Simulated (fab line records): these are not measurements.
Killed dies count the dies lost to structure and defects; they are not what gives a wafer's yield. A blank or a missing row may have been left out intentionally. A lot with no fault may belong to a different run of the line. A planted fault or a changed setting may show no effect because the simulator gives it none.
fab line records    flow gf180mcu
[record] lots = 11  wafers = 33  lastDay = 34
route steps=602 shown V4@481 M5@537 V5@561 TOP_METAL@573
lots that met no fault: taken from a fault-free run of the same line
startH: the number of hours between the record's first day and the start of the first shown wafer of the lot    waitH: time in hours since the lot's previous step    " repeats the value in the row above    L1.1+2: one row covering several wafers at once    - either no value or no given start    * or withheld: withheld    < > ~ a bound
route shown NAME@n: a module of which the file shows steps, and the number in the route of the first    usual: mean and standard deviation over wafers with no fault    same: alike in all rows    chamber/n: place in a boat    sites: each site's reading    _std_site: standard deviation of those values    _edge_site: the outer-site mean with the inner-site mean subtracted    radiusMm: how far each site lies from the wafer's centre    mask NAME#n: copy n    behind: the last tool/chamber to shape the wafer    hold: what put the lot on hold/how long, in hours/how the hold closed    device: the n, p or np transistor that did not switch    end of line: the same wafers' tests at the end of the route    step lacking rows: just its recipe    killed: at the first sort, the dies lost to defects and structure; wafer yield is something else    map: per-die view of a wafer (x killed, . not killed, _ where there is no die)
set.NAME: the setting that was run; set.NAME@STEP: the one run at that earlier step    model.NAME: the simulator's own value behind a step, which no gauge read
a sample of lots followed through the steps of the route, with each step as a table and each wafer as a row
services: the hour from which a tool's chamber was out of use, counted from the record's first day as startH (under 0 if before that day), plus the number of hours and why
[[steps]]
[step GF_V4_BOW_MEAS_05]
[recipe] mode = bow
[usual] V4_BOW = 132/9.2
lot.wafer  tool          chamber  startH  waitH  V4_BOW[um]
L916.1     filmMetro-02  -        582.04  0.2    141
L916.5     "             -        "       "      149
L916.6     "             -        "       "      145
L919.2     filmMetro-03  -        606.27  0.1    128
L919.3     "             -        "       "      136
L919.6     "             -        "       "      134
L922.1     filmMetro-04  -        637.55  0.1    130
L922.2     "             -        "       "      130
L922.3     "             -        "       "      131
L923.1     filmMetro-03  -        640.36  0.2    131
L923.2     "             -        "       "      133
L923.4     "             -        "       "      139
L924.1     filmMetro-03  -        641.76  0.2    127
L924.4     "             -        "       "      130
L924.5     "             -        "       "      129
L925.3     filmMetro-03  -        650.05  0.1    138
L925.5     "             -        "       "      134
L925.6     "             -        "       "      127
L926.2     filmMetro-03  -        659.29  0.3    116
L926.5     "             -        "       "      131
L926.6     "             -        "       "      106
L927.1     filmMetro-04  -        668.33  0.2    149
L927.2     "             -        "       "      140
L927.5     "             -        "       "      132
L930.1     filmMetro-03  -        685.00  0.2    130
L930.2     "             -        "       "      126
L930.5     "             -        "       "      136
L933.3     filmMetro-03  -        702.72  0.2    134
L933.5     "             -        "       "      125
L933.6     "             -        "       "      119
L934.2     filmMetro-04  -        710.63  0.3    122
L934.4     "             -        "       "      122
L934.5     "             -        "       "      130
[step GF_M5_STRIP_11]
[recipe] chemistry = O2/N2  powerW = 1400  pressureMtorr = 1500  platenTempC = 250  o2FlowSccm = 3000  n2FlowSccm = 300  overashFraction = 0.5
[usual] drypumpMotorCurrentA = 5.8/0.37  heaterPowerW = 321/14  n2FlowSccm = 300.0/0.84  oesProductAu = 0.525/0.0053  stripTimeToEndpointS = 7.06/0.069
lot.wafer  tool            chamber  startH  waitH  drypumpMotorCurrentA  heaterPowerW  n2FlowSccm  oesProductAu  rfHoursCounterH  stripTimeToEndpointS
L916.1     plasmaAsher-02  0        645.08  0.1    5.6                   339           298.9       0.525         84               7.14
L916.5     "               0        "       "      5.6                   330           297.8       0.521         -                7.03
L916.6     "               1        "       "      5.6                   343           300.0       0.528         -                7.15
L919.2     plasmaAsher-03  1        667.70  0.1    5.8                   312           302.0       0.523         24               7.04
L919.3     "               1        "       "      5.8                   314           301.3       0.513         -                7.00
L919.6     "               1        "       "      5.8                   306           301.1       0.531         -                7.13
L922.1     plasmaAsher-02  1        697.85  0.1    5.6                   344           300.7       0.534         90               7.04
L922.2     "               0        "       "      5.6                   343           300.6       0.522         90               6.99
L922.3     "               1        "       "      5.6                   344           301.4       0.522         -                6.96
L923.1     plasmaAsher-02  0        700.11  0.1    5.6                   336           299.0       0.529         90               7.08
L923.2     "               1        "       "      5.6                   340           300.3       0.522         90               7.09
L923.4     "               1        "       "      5.6                   337           300.5       0.519         -                7.01
L924.1     plasmaAsher-03  1        701.06  0.1    5.8                   309           299.8       0.523         27               7.06
L924.4     "               0        "       "      6.0                   313           298.8       0.529         -                7.07
L924.5     "               1        "       "      5.8                   300           300.0       0.525         -                7.10
L925.3     plasmaAsher-03  0        709.69  0.1    6.0                   321           300.4       0.525         -                7.00
L925.5     "               1        "       "      5.8                   305           301.4       0.527         -                7.05
L925.6     "               0        "       "      6.0                   320           299.6       0.524         -                7.04
L926.2     plasmaAsher-03  1        718.31  0.1    5.8                   308           299.9       0.533         29               7.17
L926.5     "               0        "       "      6.0                   321           299.4       0.531         -                7.17
L926.6     "               1        "       "      5.8                   311           299.0       0.532         -                7.14
L927.1     plasmaAsher-04  1        727.36  0.1    4.9                   298           299.7       0.533         65               7.09
L927.2     "               0        "       "      6.2                   328           301.2       0.520         65               7.03
L927.5     "               1        "       "      4.9                   307           300.1       0.531         -                7.03
L930.1     plasmaAsher-02  1        740.91  0.1    5.6                   341           298.9       0.522         95               7.17
L930.2     "               0        "       "      5.6                   341           301.2       0.518         95               7.12
L930.5     "               0        "       "      5.6                   344           299.1       0.531         -                7.15
L933.3     plasmaAsher-02  0        757.84  0.1    5.6                   339           298.5       0.530         -                7.11
L933.5     "               1        "       "      5.6                   338           300.0       0.530         -                7.14
L933.6     "               0        "       "      5.7                   348           299.8       0.519         -                7.14
L934.2     plasmaAsher-02  1        762.81  0.1    5.6                   333           299.7       0.521         97               7.01
L934.4     "               0        "       "      5.6                   337           300.5       0.521         -                6.98
L934.5     "               0        "       "      5.6                   344           300.8       0.513         -                6.96
[step GF_V5_SPUTTER_21]
[recipe] material = Ti  targetThkNm = 15  chamberPressurePa = 5  powerW = 2500  substrateTempC = 200  timeS = 80.02
[usual] cathodeDcPowerW = 2500.0/0.42  chamberPressurePa = 4.999/0.012  throttleValvePct = 30.5/0.83
lot.wafer  tool           chamber  startH  waitH  cathodeDcPowerW  chamberPressurePa  throttleValvePct
L916.1     pvdSputter-04  -        666.12  0.0    2500.1           5.015              32.1
L916.5     "              -        "       "      2499.8           4.997              32.0
L916.6     "              -        "       "      2499.7           4.975              30.6
L919.2     pvdSputter-02  -        688.88  0.0    2500.3           4.993              29.1
L919.3     "              -        "       "      2500.6           4.988              31.1
L919.6     "              -        "       "      2499.7           4.995              31.2
L922.1     pvdSputter-02  -        718.19  0.0    2499.9           5.000              31.1
L922.2     "              -        "       "      2500.5           4.995              29.0
L922.3     "              -        "       "      2499.9           4.988              31.8
L923.1     pvdSputter-04  -        720.89  0.0    -                -                  -
L923.2     "              -        "       "      -                -                  -
L923.4     "              -        "       "      -                -                  -
L924.1     pvdSputter-03  -        721.01  0.0    -                -                  -
L924.4     "              -        "       "      -                -                  -
L924.5     "              -        "       "      -                -                  -
L925.3     pvdSputter-04  -        729.15  0.0    -                -                  -
L925.5     "              -        "       "      -                -                  -
L925.6     "              -        "       "      -                -                  -
L926.2     pvdSputter-02  -        737.51  0.0    2499.5           5.006              31.1
L926.5     "              -        "       "      2499.8           5.000              31.3
L926.6     "              -        "       "      2500.2           5.006              29.1
L927.1     pvdSputter-03  -        746.18  0.0    2500.3           4.995              30.0
L927.2     "              -        "       "      2500.4           4.971              30.9
L927.5     "              -        "       "      2499.9           4.994              30.0
L930.1     pvdSputter-04  -        759.68  0.0    2499.0           4.997              30.0
L930.2     "              -        "       "      2500.5           5.017              30.4
L930.5     "              -        "       "      2500.0           4.997              30.6
L933.3     pvdSputter-03  -        775.52  0.0    2500.2           5.020              29.7
L933.5     "              -        "       "      2499.6           5.014              30.1
L933.6     "              -        "       "      2499.3           5.011              30.0
L934.2     pvdSputter-04  -        780.54  0.0    2500.1           4.993              31.8
L934.4     "              -        "       "      2499.6           4.986              30.1
L934.5     "              -        "       "      2500.7           5.002              29.9
[step GF_V5_RS_MEAS_24]
[recipe] thkMeasGauge = four-point-probe  reads = W_of_V5_CVD_23+TiN_of_V5_SPUTTER_22+Ti_of_V5_SPUTTER_21
[usual] V5_W_RS = 0.3285/0.0028
lot.wafer  tool          chamber  startH  waitH  hold                     V5_W_RS[ohm/sq]
L916.1     filmMetro-01  -        666.33  0.1    -                        0.3265
L916.5     "             -        "       "      -                        0.3286
L916.6     "             -        "       "      -                        0.3300
L919.2     filmMetro-01  -        689.12  0.1    -                        0.3294
L919.3     "             -        "       "      -                        0.3343
L919.6     "             -        "       "      -                        0.3291
L922.1     filmMetro-03  -        718.40  0.1    -                        0.3356
L922.2     "             -        "       "      -                        0.3250
L922.3     "             -        "       "      -                        0.3310
L923.1     filmMetro-03  -        721.10  0.1    awaitDispo/0.2h/release  0.3275
L923.2     "             -        "       "      awaitDispo/0.2h/release  0.3312
L923.4     "             -        "       "      awaitDispo/0.2h/release  0.3282
L923.1     filmMetro-03  -        721.39  0.3    -                        0.3281
L923.2     "             -        "       "      -                        0.3299
L923.4     "             -        "       "      -                        0.3285
L924.1     filmMetro-01  -        721.22  0.1    awaitDispo/0.2h/release  0.3239
L924.4     "             -        "       "      awaitDispo/0.2h/release  0.3282
L924.5     "             -        "       "      awaitDispo/0.2h/release  0.3281
L924.1     filmMetro-01  -        721.59  0.3    -                        0.3235
L924.4     "             -        "       "      -                        0.3282
L924.5     "             -        "       "      -                        0.3278
L925.3     filmMetro-01  -        729.40  0.1    awaitDispo/0.2h/release  0.3320
L925.5     "             -        "       "      awaitDispo/0.2h/release  0.3332
L925.6     "             -        "       "      awaitDispo/0.2h/release  0.3298
L925.3     filmMetro-01  -        729.69  0.3    -                        0.3313
L925.5     "             -        "       "      -                        0.3323
L925.6     "             -        "       "      -                        0.3302
L926.2     filmMetro-01  -        737.74  0.1    -                        0.3274
L926.5     "             -        "       "      -                        0.3275
L926.6     "             -        "       "      -                        0.3258
L927.1     filmMetro-01  -        746.39  0.1    -                        0.3285
L927.2     "             -        "       "      -                        0.3264
L927.5     "             -        "       "      -                        0.3303
L930.1     filmMetro-03  -        759.89  0.1    -                        0.3269
L930.2     "             -        "       "      -                        0.3266
L930.5     "             -        "       "      -                        0.3277
L933.3     filmMetro-02  -        775.77  0.1    -                        0.3293
L933.5     "             -        "       "      -                        0.3246
L933.6     "             -        "       "      -                        0.3290
L934.2     filmMetro-02  -        780.77  0.1    -                        0.3292
L934.4     "             -        "       "      -                        0.3327
L934.5     "             -        "       "      -                        0.3252
[step GF_TOP_METAL_THK_MEAS_06]
[recipe] thkMeasGauge = xrf  reads = AlCu_of_TOP_METAL_SPUTTER_02
[usual] TOP_METAL_ALCU_THK = 907/14
lot.wafer  tool          chamber  startH  waitH  TOP_METAL_ALCU_THK[nm]
L916.1     filmMetro-01  -        667.15  0.1    896
L916.5     "             -        "       "      914
L916.6     "             -        "       "      902
L919.2     filmMetro-04  -        689.93  0.1    907
L919.3     "             -        "       "      909
L919.6     "             -        "       "      904
L922.1     filmMetro-04  -        719.22  0.1    907
L922.2     "             -        "       "      892
L922.3     "             -        "       "      894
L923.1     filmMetro-04  -        726.53  0.1    912
L923.2     "             -        "       "      907
L923.4     "             -        "       "      921
L924.1     filmMetro-04  -        727.48  0.1    884
L924.4     "             -        "       "      874
L924.5     "             -        "       "      885
L925.3     filmMetro-03  -        734.33  0.2    907
L925.5     "             -        "       "      910
L925.6     "             -        "       "      882
L926.2     filmMetro-04  -        738.55  0.1    925
L926.5     "             -        "       "      905
L926.6     "             -        "       "      917
L927.1     filmMetro-01  -        747.21  0.1    895
L927.2     "             -        "       "      896
L927.5     "             -        "       "      900
L930.1     filmMetro-03  -        760.71  0.1    888
L930.2     "             -        "       "      891
L930.5     "             -        "       "      897
L933.3     filmMetro-03  -        776.58  0.1    895
L933.5     "             -        "       "      900
L933.6     "             -        "       "      889
L934.2     filmMetro-04  -        781.58  0.1    924
L934.4     "             -        "       "      931
L934.5     "             -        "       "      919
[[services]]
tool            chamber  startH  hours  kind
plasmaAsher-03  -        642.83  2.8    pm
pvdSputter-03   -        665.04  21.5   repair
pvdSputter-04   -        677.16  4.4    repair
plasmaAsher-04  -        688.10  0.8    repair
pvdSputter-04   -        689.18  13.8   repair
pvdSputter-04   0        704.06  -      consumableReplace:kit
pvdSputter-04   0        704.06  18.0   scheduledDown
pvdSputter-04   0        704.06  18.0   ventCycle
plasmaAsher-04  -        706.87  8.4    repair
pvdSputter-02   -        739.80  5.1    repair
plasmaAsher-03  -        740.50  2.3    repair
pvdSputter-04   -        747.51  9.0    repair
pvdSputter-04   3        758.72  -      consumableReplace:kit
pvdSputter-04   3        758.72  18.0   scheduledDown
pvdSputter-04   3        758.72  18.0   ventCycle
plasmaAsher-03  -        768.73  1.2    repair
pvdSputter-03   1        770.90  -      consumableReplace:kit
pvdSputter-03   1        770.90  18.0   scheduledDown
pvdSputter-03   1        770.90  18.0   ventCycle
pvdSputter-02   1        777.18  -      consumableReplace:kit
pvdSputter-02   1        777.18  18.0   scheduledDown
pvdSputter-02   1        777.18  18.0   ventCycle
[[key]]
[firstSign] step = GF_V5_SPUTTER_21  reading = toolRecord  direction = missing
[effect] step = GF_V5_RS_MEAS_24  reading = visit  direction = added
metAt GF_V5_SPUTTER_21
struckLots L923,L924,L925
notActingAt GF_V4_BOW_MEAS_05,GF_M5_STRIP_11,GF_TOP_METAL_THK_MEAS_06
onsetBetween 666.12 720.89
[fault] kind = skippedStepWhole  tool = pvdSputter-03,pvdSputter-04  chamber = -  onsetH = 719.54  steps = GF_V5_SPUTTER_21  scope = struckLotsOnly
